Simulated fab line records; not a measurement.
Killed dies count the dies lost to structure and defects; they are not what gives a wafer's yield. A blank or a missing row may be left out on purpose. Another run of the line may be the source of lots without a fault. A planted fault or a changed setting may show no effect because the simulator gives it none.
The tool behind it: which one?	flow sky130	7 lots with 21 wafers sampled at 2 steps, on a route of 708 steps

## WHAT THE GAUGES READ, wafer by wafer
SKY_VT_ADJUST_HVTR_CD_MEAS_07: the cd target is 380 nm.
lot	measured	on	cdNm (nm)
L266	day 10 01:29	cdSem-01	381.0 379.7 383.0
L268	day 10 18:14	cdSem-01	380.3 378.6 378.1
L278	day 13 13:17	cdSem-02	379.6 379.6 379.0
L280	day 14 04:39	cdSem-02	379.9 377.3 378.1
L283	day 15 00:35	cdSem-02	380.7 380.3 378.8
L285	day 15 22:52	cdSem-02	377.6 376.3 376.5
L286	day 16 11:34	cdSem-02	377.5 378.2 376.0

## EACH LOT AND THE TOOL THAT RAN IT (in order: tool; ch and the chambers of the sampled wafers; start)
lot	SKY_VT_ADJUST_LVTN_SOFTBAKE_14
L266	lithoTrack-04 ch 0, day 7 20:37
L268	lithoTrack-04 ch 0, day 8 12:22
L278	lithoTrack-02 ch 0, day 11 02:11
L280	lithoTrack-02 ch 0, day 11 16:05
L283	lithoTrack-04 ch 0, day 12 10:37
L285	lithoTrack-02 ch 0, day 13 05:37
L286	lithoTrack-03 ch 0, day 13 16:49
- SKY_VT_ADJUST_LVTN_SOFTBAKE_14: time 60 s.

## THE ANSWER, worked out from the rows above alone
Rule: the usual values come from the lots themselves. Put in order of their means at a reading, lots are off if they are a third of the lots or fewer, leave a main group of 4 or more, and stand apart from it by a gap of 3 or more times the standard deviation of the main group's means; of several such gaps the widest counts. Not used: any main group whose means are identical at the precision the tables above print for the reading. A lot without any number at a reading at which 4 lots or more have one is off too. The other lots that the step has rows for count as sound.
Nothing can be told from this: no lot is off at any reading shown.

## WHAT WAS PUT IN BY THE SIMULATOR
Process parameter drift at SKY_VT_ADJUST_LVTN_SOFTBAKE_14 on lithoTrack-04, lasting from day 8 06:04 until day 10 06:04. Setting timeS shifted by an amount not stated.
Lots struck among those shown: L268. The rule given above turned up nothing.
